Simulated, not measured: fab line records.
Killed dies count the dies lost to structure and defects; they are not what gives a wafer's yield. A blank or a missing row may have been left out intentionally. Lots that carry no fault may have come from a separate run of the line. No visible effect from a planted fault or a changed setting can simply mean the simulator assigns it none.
A single fault, viewed from 2 desks | flow sky130 | only its own numbers are on each desk; what lay behind them is given at the end

== FOR THE TOOL OWNER'S DESK: rie metal-03 ==
The tool's own readings at SKY_LOCAL_INTERCONNECT_ETCH_13 (etches BARC in N2/H2, stops on SiO2, time 45.9 s, target depth 60 nm): means of the sampled wafers that have a number, for each lot that ran on this tool. If a lot's mean is further than 4 standard deviations from the usual mean, the lot is out of limits and carries the mark OUT (the distance appears in the brackets).
Columns: A = drypump motor current A at SKY_LOCAL_INTERCONNECT_ETCH_13, usual 6.2 A; B = he backside leak sccm at SKY_LOCAL_INTERCONNECT_ETCH_13, usual 3.24 sccm; C = oes product au at SKY_LOCAL_INTERCONNECT_ETCH_13, usual 0.854 a.u.; D = run length s at SKY_LOCAL_INTERCONNECT_ETCH_13, usual 74.2 s; E = throttle valve pct at SKY_LOCAL_INTERCONNECT_ETCH_13, usual 13.223 %
lot  | first seen here | A   | B    | C                | D              | E
L413 | day 30 03:32    | 6.2 | 3.24 | 0.851            | 74.1           | 13.225
L420 | day 33 02:41    | 6.7 | 3.34 | 0.850            | 74.9           | 13.220
L425 | day 34 05:28    | 6.5 | 3.23 | 0.858            | 74.8           | 13.221
L426 | day 35 08:16    | 6.4 | 3.25 | 0.815 (-8.1) OUT | 79.7 (+12) OUT | 13.220
L429 | day 35 22:18    | 6.2 | 3.25 | 0.815 (-8.2) OUT | 79.3 (+11) OUT | 13.214
This desk's finding: out of limits on L426, L429; first on L426, day 35 08:16 (oes product au at SKY_LOCAL_INTERCONNECT_ETCH_13). L413, L420, L425 stayed within limits.

== METROLOGY DESK ==
Lot by lot, what the gauges showed, no matter which tool ran the lot: averages of those sampled wafers that carry a number. If a lot's mean is further than 4 standard deviations from the usual mean, the lot is out of limits and carries the mark OUT (the distance appears in the brackets).
Columns: A = LI_CONTACT_OVL at SKY_LI_CONTACT_OVL_MEAS_13, usual -1 nm
lot  | first seen here | A
L413 | day 28 21:47    | 2
L415 | day 29 18:30    | 4
L418 | day 31 08:26    | -1
L420 | day 31 22:00    | 0
L422 | day 32 10:21    | -3
L425 | day 33 01:41    | -1
L426 | day 34 04:29    | -2
L429 | day 34 19:01    | -1
L431 | day 35 03:03    | -4
L434 | day 35 20:42    | 7
L436 | day 36 17:11    | 3
This desk's verdict: no lot among the 11 shows anything out of limits.

== ALL TOGETHER ==
At day 35 08:16, on L426, L429, the tool owner's desk was in a position to raise an alarm.
At the metrology desk, nothing out of limits was observed.
The metrology desk has L426, L429 on record, within its limits.
All the named lots went through SKY_LOCAL_INTERCONNECT_ETCH_13 on rie metal-03.

== WHAT HAD BEEN PUT IN BY THE SIMULATOR ==
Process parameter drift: rie metal-03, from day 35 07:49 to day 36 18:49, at SKY_LOCAL_INTERCONNECT_ETCH_13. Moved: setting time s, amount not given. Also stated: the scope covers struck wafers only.
Lots struck among those shown: L426, L429.
Hours from the fault's start to each desk's first reading out of limits: the tool owner's desk, 0.
